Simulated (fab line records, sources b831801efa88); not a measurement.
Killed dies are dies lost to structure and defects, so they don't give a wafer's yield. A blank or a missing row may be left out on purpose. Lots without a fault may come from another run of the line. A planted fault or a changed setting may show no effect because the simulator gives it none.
Chamber matching | flow sky130 | SKY_CONTACT_CVD_00 on pecvd-01: 3 sister chambers
The step deposits Si3N4, target thk 75 nm. 6 wafers are shown with their chamber, then 7 later ones without.

WAFERS WITH THEIR CHAMBER
wafer  | chamber | heater_power_w (W)
L112.3 | 1       | 772
L112.6 | 1       | 773
L114.3 | 2       | 776
L114.5 | 0       | 715
L117.1 | 2       | 797
L117.4 | 0       | 750

WAFERS WITHOUT THEIR CHAMBER
wafer  | heater_power_w (W)
L117.6 | 818
L118.1 | 634
L118.3 | 714
L118.4 | 638
L130.1 | 779
L130.3 | 804
L130.5 | 701

WHICH CHAMBER EACH WENT THROUGH
wafer  | from the rows above     | in truth
L117.6 | can't be placed: 2 or 1 | 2
L118.1 | 0                       | 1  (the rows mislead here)
L118.3 | 0                       | 0
L118.4 | 0                       | 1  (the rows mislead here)
L130.1 | can't be placed: 1 or 2 | 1
L130.3 | can't be placed: 2 or 1 | 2
L130.5 | 0                       | 0
Placed correctly: 2 of 7. Can't be placed from these rows: 3 (the true chamber is among the candidates in 3). Placed wrongly: 2.
How it was worked out, from the rows above alone: a wafer's distance from a chamber is the root of the sum, over the readings, of the square of ((its reading less the chamber's mean) divided by the reading's scatter). The wafer belongs to the nearest chamber; if the next one is less than 2 further off, it can't be placed. A chamber's mean is the mean of its shown wafers. The scatter: the root of (the sum of the squares of (reading less its chamber's mean) over the shown wafers, divided by (wafers less chambers)).
